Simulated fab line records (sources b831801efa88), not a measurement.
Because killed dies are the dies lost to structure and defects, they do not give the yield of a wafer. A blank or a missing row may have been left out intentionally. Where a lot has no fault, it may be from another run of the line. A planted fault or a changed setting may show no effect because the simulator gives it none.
Which tool was responsible? ; flow gf180mcu ; 36 wafers from 12 lots sampled at 5 of the route's 602 steps

WHAT THE GAUGES SHOWED, per wafer
GF_PASSIVATION_THK_MEAS_01. Usual: for PASSIVATION_CVD_00_THK the level is 1000 nm and the standard deviation is 13.
lot;measured;on;PASSIVATION_CVD_00_THK (nm);flag
L843;day 28 17:46;film_metro-03;984 975 999;
L844;day 28 23:53;film_metro-03;996 987 991;
L845;day 29 15:36;film_metro-01;1006 1005 1006;
L849;day 30 10:40;film_metro-02;1003 1006 1008;
L852;day 31 09:29;film_metro-01;997 1028 1015;
L853;day 31 19:02;film_metro-01;1077 1096 1118;OFF
L855;day 32 08:04;film_metro-03;1094 1110 1114;OFF
L860;day 33 11:32;film_metro-01;987 975 1015;
L861;day 33 14:02;film_metro-01;980 1001 1013;
L862;day 33 20:42;film_metro-01;999 991 1012;
L863;day 34 01:11;film_metro-02;999 1003 1008;
L864;day 34 11:47;film_metro-03;994 999 1017;

GF_PASSIVATION_THK_MEAS_03. Usual: for PASSIVATION_CVD_02_THK the level is 701 nm and the standard deviation is 8.2.
lot;measured;on;PASSIVATION_CVD_02_THK (nm);flag
L843;day 28 18:06;film_metro-01;706 705 704;
L844;day 29 00:14;film_metro-02;687 680 690;
L845;day 29 15:56;film_metro-02;695 702 703;
L849;day 30 11:00;film_metro-02;706 705 707;
L852;day 31 09:50;film_metro-01;700 706 718;
L853;day 31 19:23;film_metro-02;688 688 697;
L855;day 32 08:25;film_metro-01;699 700 706;
L860;day 33 11:52;film_metro-03;698 695 718;
L861;day 33 14:23;film_metro-03;708 709 715;
L862;day 33 21:02;film_metro-02;697 695 703;
L863;day 34 01:32;film_metro-03;697 694 713;
L864;day 34 12:08;film_metro-01;706 716 712;

TOOL THAT RAN EACH LOT (tool first, then ch and the chambers of the sampled wafers, then the start)
lot;GF_M5_STRIP_11;GF_TOP_METAL_SPUTTER_00;GF_PASSIVATION_CVD_00
L843;plasma_asher-03 ch 0, day 26 21:20;pvd_sputter-03, day 27 20:32;pecvd-04 ch 0,2, day 28 17:40
L844;plasma_asher-04 ch 0,1, day 27 03:02;pvd_sputter-01, day 28 02:29;pecvd-02 ch 0,1,2, day 28 23:49
L845;plasma_asher-01 ch 0,1, day 27 20:49;pvd_sputter-02, day 28 18:53;pecvd-02 ch 0,1,2, day 29 15:32
L849;plasma_asher-01 ch 0,1, day 28 16:44;pvd_sputter-02, day 29 14:26;pecvd-03 ch 0,1,2, day 30 10:35
L852;plasma_asher-01 ch 0, day 29 16:49;pvd_sputter-01, day 30 14:24;pecvd-02 ch 0,1, day 31 09:25
L853;plasma_asher-03 ch 0,1, day 30 03:05;pvd_sputter-03, day 31 00:55;pecvd-02 ch 0,1,2, day 31 18:58
L855;plasma_asher-01 ch 0,1, day 30 16:01;pvd_sputter-02, day 31 13:29;pecvd-02 ch 0,2, day 32 07:58
L860;plasma_asher-01 ch 0,1, day 31 20:56;pvd_sputter-03, day 32 17:02;pecvd-03 ch 0,1,2, day 33 11:25
L861;plasma_asher-01 ch 0,1, day 32 01:20;pvd_sputter-01, day 32 20:51;pecvd-04 ch 1,2, day 33 13:57
L862;plasma_asher-03 ch 0, day 32 07:56;pvd_sputter-03, day 33 03:49;pecvd-03 ch 0,1,2, day 33 20:35
L863;plasma_asher-03 ch 0,1, day 32 11:59;pvd_sputter-02, day 33 08:10;pecvd-03 ch 0,1, day 34 01:07
L864;plasma_asher-03 ch 0,1, day 32 23:35;pvd_sputter-01, day 33 19:04;pecvd-04 ch 0,1, day 34 11:41
- GF_M5_STRIP_11: strips in O2/N2.
- GF_TOP_METAL_SPUTTER_00: material Ti, target thk 37.5 nm, time 150 s.
- GF_PASSIVATION_CVD_00: deposits SiO2 from TEOS, target thk 1000 nm, time 111.95 s.

AS READ BY THE TOOLS THEMSELVES (means over the sampled wafers that have a number; for cases with no such wafer, the mark the record gives instead)
GF_M5_STRIP_11. Usual: drypump_motor_current_A 5.6 A, standard deviation 0.39; heater_power_w 328 W, standard deviation 55; oes_product_au 0.524 a.u., standard deviation 0.0052; strip_time_to_endpoint_s 7.04 s, standard deviation 0.042.
lot;tool;drypump_motor_current_A (A);heater_power_w (W);oes_product_au (a.u.);strip_time_to_endpoint_s (s);flag
L843;plasma_asher-03;5.7;333;0.527;7.05;
L844;plasma_asher-04;5.8;322;0.524;7.01;
L845;plasma_asher-01;5.2;330;0.522;6.99;
L849;plasma_asher-01;5.2;332;0.522;7.01;
L852;plasma_asher-01;4.9;295;0.522;7.02;
L853;plasma_asher-03;5.9;307;0.525;7.02;
L855;plasma_asher-01;5.2;336;0.526;7.09;
L860;plasma_asher-01;5.2;332;0.519;7.05;
L861;plasma_asher-01;5.5;378;0.526;7.06;
L862;plasma_asher-03;5.7;336;0.524;7.07;
L863;plasma_asher-03;5.8;307;0.526;7.05;
L864;plasma_asher-03;5.8;316;0.523;6.96;

GF_TOP_METAL_SPUTTER_00. Usual: 30.6 % for throttle_valve_pct, sd 0.87.
lot;tool;throttle_valve_pct (%);flag
L843;pvd_sputter-03;31.8;
L844;pvd_sputter-01;30.5;
L845;pvd_sputter-02;29.1;
L849;pvd_sputter-02;29.4;
L852;pvd_sputter-01;30.9;
L853;pvd_sputter-03;31.5;
L855;pvd_sputter-02;30.2;
L860;pvd_sputter-03;31.9;
L861;pvd_sputter-01;30.3;
L862;pvd_sputter-03;31.6;
L863;pvd_sputter-02;30.4;
L864;pvd_sputter-01;30.6;

GF_PASSIVATION_CVD_00. Usual: heater_power_w 701 W, standard deviation 68; rf_fwd_power_W 596.9 W, standard deviation 1.9.
lot;tool;heater_power_w (W);rf_fwd_power_W (W);flag
L843;pecvd-04;704;595.7;
L844;pecvd-02;764;597.4;
L845;pecvd-02;766;598.4;
L849;pecvd-03;712;597.1;
L852;pecvd-02;720;598.1;
L853;pecvd-02;658;837.9;OFF
L855;pecvd-02;629;837.6;OFF
L860;pecvd-03;741;597.5;
L861;pecvd-04;669;597.3;
L862;pecvd-03;695;598.3;
L863;pecvd-03;738;596.8;
L864;pecvd-04;672;595.1;

THE ANSWER, worked out from the rows above alone
Rule: a lot is off if the mean of its wafers that have a number lies more than 3 standard deviations from the usual mean. Also off: a lot with no number at a reading for which 4 or more lots have one. Any other lot the step has rows for is counted as sound. First the gauges in route order, then the tools' own readings, where a lot's mean is used as printed above. At the first step where some lot is off, the reading lying furthest off is the one used; lots without a number count as furthest.
Off: at GF_PASSIVATION_THK_MEAS_01 (PASSIVATION_CVD_00_THK), L853, L855.
If a tool, at a process step before that reading, ran all the lots that are off and no sound lot after the first of them, it fits. The gauges at GF_PASSIVATION_THK_MEAS_01 aren't tried: what is off there is off at GF_PASSIVATION_CVD_00 too, on other tools, and a gauge's error can't cause that. One fits: GF_PASSIVATION_CVD_00 on pecvd-02. Its last sound lot is L852 (day 31 09:25), its first lot that is off L853 (day 31 18:58): a fault that began between those two fits.
The tool's own readings at GF_PASSIVATION_CVD_00 bear it out: on the lots that are off they differ by more than 5 times the standard deviation of the sound lots' means. rf_fwd_power_W reads 837.8 W there against 597.2 W on the sound lots.

WHAT THE SIMULATOR PUT IN
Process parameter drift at GF_PASSIVATION_CVD_00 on pecvd-02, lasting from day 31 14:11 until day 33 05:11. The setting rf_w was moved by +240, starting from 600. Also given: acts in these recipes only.
Lots struck among those shown: L853, L855. The rule given above showed the same thing.
